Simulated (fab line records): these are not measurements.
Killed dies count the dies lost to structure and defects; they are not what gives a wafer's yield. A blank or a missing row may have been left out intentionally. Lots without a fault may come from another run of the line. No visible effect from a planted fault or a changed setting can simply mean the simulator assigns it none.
What tool caused it? -- flow sfqLine -- 14 lots with 42 wafers sampled at 6 steps, on a route of 325 steps

## WHAT EACH GAUGE READ, for each wafer
Not one reading of a measure or inspect step in the record can be checked against a usual standard deviation.

## EACH LOT AND THE TOOL THAT RAN IT (in order: tool; ch and the chambers of the sampled wafers; start)
lot,SFQ_TRILAYER_L0_BARC_OPEN_METAL_ETCH_010,SFQ_TRILAYER_I1_METRO_MEASURE_047,SFQ_TRILAYER_I3_CMP_CMP_082,SFQ_TRILAYER_I3_METRO_MEASURE_083,SFQ_TRILAYER_I3_VIA_ETCH_VIA_ETCH_088,SFQ_TRILAYER_I4_DEP_PECVD_099
L511,"rieMetal-02 ch 0,1, day 4 17:31","filmMetro-01, day 24 02:24","cmp-02 ch 1,2,3, day 38 18:32","filmMetro-01, day 38 20:39","rieDiel-03 ch 0,1,2, day 43 23:21","pecvd-03 ch 0,2, day 48 20:26"
L512,"rieMetal-03 ch 0,1, day 5 01:55","filmMetro-01, day 24 17:35","cmp-02 ch 0,1,2, day 44 09:04","filmMetro-04, day 44 11:11","rieDiel-04 ch 1,2, day 49 01:56","pecvd-04 ch 0,1, day 53 09:35"
L513,"rieMetal-04 ch 1, day 5 10:27","filmMetro-04, day 24 22:48","cmp-02 ch 0,1,2, day 44 11:34","filmMetro-04, day 44 14:11","rieDiel-04 ch 0,1,2, day 49 04:20","pecvd-03 ch 0,1, day 53 11:59"
L514,"rieMetal-04 ch 0, day 5 22:02","filmMetro-02, day 25 01:11","cmp-01 ch 0,1,3, day 44 21:01","filmMetro-02, day 44 23:32","rieDiel-03 ch 0,2, day 49 10:20","pecvd-01 ch 0,1, day 53 20:23"
L515,"rieMetal-03 ch 0,1, day 6 05:12","filmMetro-04, day 25 09:52","cmp-01 ch 0,1,3, day 44 23:31","filmMetro-01, day 45 02:08","rieDiel-04 ch 0,2,3, day 49 12:44","pecvd-04 ch 0,1,2, day 53 21:51"
L516,"rieMetal-02 ch 0,1, day 6 11:20","filmMetro-01, day 26 16:24","cmp-02 ch 0,1,3, day 45 05:34","filmMetro-01, day 45 08:11","rieDiel-04 ch 0,1,3, day 49 18:44","pecvd-01 ch 0,1, day 54 06:15"
L522,"rieMetal-02 ch 0,1, day 7 11:20","filmMetro-01, day 28 14:18","cmp-01 ch 0,1,2, day 46 21:31","filmMetro-04, day 46 23:20","rieDiel-03 ch 2,3, day 51 05:05","pecvd-04 ch 0,1, day 55 22:55"
L526,"rieMetal-02 ch 0,1, day 8 13:27","filmMetro-02, day 29 13:16","cmp-02 ch 1,2, day 47 09:04","filmMetro-04, day 47 12:11","rieDiel-02 ch 2,3, day 52 04:06","pecvd-01 ch 0,2, day 56 21:43"
L527,"rieMetal-02 ch 0,1, day 8 19:27","filmMetro-02, day 30 03:27","cmp-02 ch 1,2,3, day 47 21:04","filmMetro-02, day 48 00:11","rieDiel-02 ch 1,2, day 52 16:40","pecvd-01 ch 0,1,2, day 57 14:38"
L529,"rieMetal-02 ch 0,1, day 9 07:28","filmMetro-04, day 31 11:34","cmp-02 ch 0,1,2, day 52 00:05","filmMetro-02, day 52 02:25","rieDiel-02 ch 0,2,3, day 56 18:24","pecvd-01 ch 0,1, day 60 20:28"
L530,"rieMetal-02 ch 0,1, day 9 08:40","filmMetro-02, day 31 17:22","cmp-01 ch 1,2,3, day 52 06:47","filmMetro-01, day 52 09:25","rieDiel-02 ch 2,3, day 57 04:00","pecvd-04 ch 1,2, day 61 03:40"
L531,"rieMetal-03 ch 0,1, day 9 09:52","filmMetro-02, day 31 23:34","cmp-01 ch 1,2, day 52 13:59","filmMetro-01, day 52 16:49","rieDiel-02 ch 1,3, day 57 12:31","pecvd-01 ch 0,1,2, day 61 15:40"
L532,"rieMetal-02 ch 0,1, day 9 11:29","filmMetro-02, day 32 05:22","cmp-02 ch 0,2,3, day 52 22:47","filmMetro-02, day 53 00:25","rieDiel-02 ch 2,3, day 57 19:51","pecvd-01 ch 0,1,2, day 62 00:04"
L533,"rieMetal-04 ch 0,1, day 9 12:16","filmMetro-01, day 32 12:16","cmp-02 ch 1,2, day 53 00:47","filmMetro-04, day 53 03:25","rieDiel-03 ch 0,2,3, day 57 22:15","pecvd-03 ch 0,1, day 62 04:59"
- SFQ_TRILAYER_L0_BARC_OPEN_METAL_ETCH_010: etches BARC in O2, target depth 125 nm, time 41.7 s.
- SFQ_TRILAYER_I1_METRO_MEASURE_047
- SFQ_TRILAYER_I3_CMP_CMP_082: polishes SiO2.
- SFQ_TRILAYER_I3_METRO_MEASURE_083
- SFQ_TRILAYER_I3_VIA_ETCH_VIA_ETCH_088: etches SiO2 in CHF3, stops on Nb, target depth 260 nm.
- SFQ_TRILAYER_I4_DEP_PECVD_099: deposits SiO2 from SiH4/N2O, time 111.11 s, target thk 500 nm.

## AS READ BY THE TOOLS THEMSELVES (means over the sampled wafers that have a number; for cases with no such wafer, the mark the record gives instead)
SFQ_TRILAYER_L0_BARC_OPEN_METAL_ETCH_010. Usual: chamberPressureMTorr 10.000 mTorr, standard deviation 0.0093; drypumpMotorCurrentA 5.7 A, standard deviation 0.43; oesProductAu 0.687 a.u., standard deviation 0.0044.
lot,tool,chamberPressureMTorr (mTorr),drypumpMotorCurrentA (A),oesProductAu (a.u.),flag
L511,rieMetal-02,9.993,5.3,0.687,
L512,rieMetal-03,10.006,6.3,0.682,
L513,rieMetal-04,9.997,6.0,0.685,
L514,rieMetal-04,10.006,5.8,0.686,
L515,rieMetal-03,9.995,6.1,0.689,
L516,rieMetal-02,9.994,5.3,0.691,
L522,rieMetal-02,10.007,5.3,0.688,
L526,rieMetal-02,9.999,5.3,0.685,
L527,rieMetal-02,10.005,5.3,0.688,
L529,rieMetal-02,10.002,5.3,0.681,
L530,rieMetal-02,10.006,5.2,0.684,
L531,rieMetal-03,9.997,6.1,0.689,
L532,rieMetal-02,10.005,5.2,0.690,
L533,rieMetal-04,9.997,5.9,0.686,

SFQ_TRILAYER_I1_METRO_MEASURE_047. Usual: thkNm reads 199.6 nm (standard deviation 1.3).
lot,tool,thkNm (nm),flag
L511,filmMetro-01,201.4,
L512,filmMetro-01,199.7,
L513,filmMetro-04,198.4,
L514,filmMetro-02,200.2,
L515,filmMetro-04,200.3,
L516,filmMetro-01,200.0,
L522,filmMetro-01,199.7,
L526,filmMetro-02,198.6,
L527,filmMetro-02,199.3,
L529,filmMetro-04,200.2,
L530,filmMetro-02,200.4,
L531,filmMetro-02,199.2,
L532,filmMetro-02,197.2,
L533,filmMetro-01,199.3,

SFQ_TRILAYER_I3_CMP_CMP_082. Usual: motorCurrentA 9.9 A, standard deviation 0.94; timeToEndpointS 216 s, standard deviation 7.9.
lot,tool,motorCurrentA (A),timeToEndpointS (s),flag
L511,cmp-02,9.6,213,
L512,cmp-02,9.6,221,
L513,cmp-02,9.8,224,
L514,cmp-01,9.9,219,
L515,cmp-01,10.0,228,
L516,cmp-02,9.7,222,
L522,cmp-01,9.7,219,
L526,cmp-02,9.8,259,OFF
L527,cmp-02,9.5,241,OFF
L529,cmp-02,9.5,220,
L530,cmp-01,10.6,217,
L531,cmp-01,10.2,212,
L532,cmp-02,10.4,211,
L533,cmp-02,9.6,215,

SFQ_TRILAYER_I3_METRO_MEASURE_083. Usual: thkNm reads 199.8 nm (standard deviation 1.3).
lot,tool,thkNm (nm),flag
L511,filmMetro-01,199.6,
L512,filmMetro-04,201.8,
L513,filmMetro-04,200.2,
L514,filmMetro-02,201.2,
L515,filmMetro-01,200.5,
L516,filmMetro-01,200.1,
L522,filmMetro-04,199.1,
L526,filmMetro-04,271.2,OFF
L527,filmMetro-02,236.5,OFF
L529,filmMetro-02,200.1,
L530,filmMetro-01,198.7,
L531,filmMetro-01,198.9,
L532,filmMetro-02,200.0,
L533,filmMetro-04,199.2,

SFQ_TRILAYER_I3_VIA_ETCH_VIA_ETCH_088. Usual: chamberPressureMTorr 29.999 mTorr, standard deviation 0.026; drypumpMotorCurrentA 6.0 A, standard deviation 0.52; oesProductAu 0.854 a.u., standard deviation 0.0053.
lot,tool,chamberPressureMTorr (mTorr),drypumpMotorCurrentA (A),oesProductAu (a.u.),flag
L511,rieDiel-03,29.977,6.1,0.851,
L512,rieDiel-04,30.019,6.3,0.857,
L513,rieDiel-04,29.999,5.7,0.854,
L514,rieDiel-03,30.024,5.9,0.860,
L515,rieDiel-04,30.011,5.5,0.855,
L516,rieDiel-04,30.016,5.8,0.853,
L522,rieDiel-03,29.989,6.3,0.856,
L526,rieDiel-02,30.026,6.3,0.950,OFF
L527,rieDiel-02,30.001,5.5,0.905,OFF
L529,rieDiel-02,29.974,6.2,0.853,
L530,rieDiel-02,30.002,6.3,0.853,
L531,rieDiel-02,30.027,5.9,0.851,
L532,rieDiel-02,30.012,6.3,0.857,
L533,rieDiel-03,29.996,6.1,0.852,

SFQ_TRILAYER_I4_DEP_PECVD_099. Usual: chamberPressureTorr 2.399 Torr, standard deviation 0.0051; heaterPowerW 78 W, standard deviation 8.1; throttleValvePct 24.3 %, standard deviation 1.5.
lot,tool,chamberPressureTorr (Torr),heaterPowerW (W),throttleValvePct (%),flag
L511,pecvd-03,2.402,78,24.1,
L512,pecvd-04,2.399,76,24.7,
L513,pecvd-03,2.397,86,24.9,
L514,pecvd-01,2.402,77,24.6,
L515,pecvd-04,2.402,78,24.5,
L516,pecvd-01,2.397,78,25.0,
L522,pecvd-04,2.401,70,25.1,
L526,pecvd-01,2.401,82,22.5,
L527,pecvd-01,2.397,76,22.7,
L529,pecvd-01,2.391,70,23.1,
L530,pecvd-04,2.401,72,25.1,
L531,pecvd-01,2.401,79,22.9,
L532,pecvd-01,2.399,78,23.1,
L533,pecvd-03,2.405,84,26.6,

## THE ANSWER, worked out from the rows above alone
Rule: lot off if the mean of its wafers having a number is beyond 3 standard deviations from the usual mean. A lot without any number at a reading at which 4 lots or more have one is off too. Where the step has rows for the other lots, those lots are counted as sound. Order of review: gauges by route order, followed by the tools' own readings, for which a lot's mean as printed above is used. At the first step where some lot is off, the reading lying furthest off is the one used; lots without a number count as furthest.
Off: L526, L527 (SFQ_TRILAYER_I3_CMP_CMP_082, timeToEndpointS).
If a tool, at that step or one of the process steps before it, ran each lot that is off and ran no sound lot following the first of them, it fits. Of those tried, none fits.

## WHAT THE SIMULATOR HAD INSERTED
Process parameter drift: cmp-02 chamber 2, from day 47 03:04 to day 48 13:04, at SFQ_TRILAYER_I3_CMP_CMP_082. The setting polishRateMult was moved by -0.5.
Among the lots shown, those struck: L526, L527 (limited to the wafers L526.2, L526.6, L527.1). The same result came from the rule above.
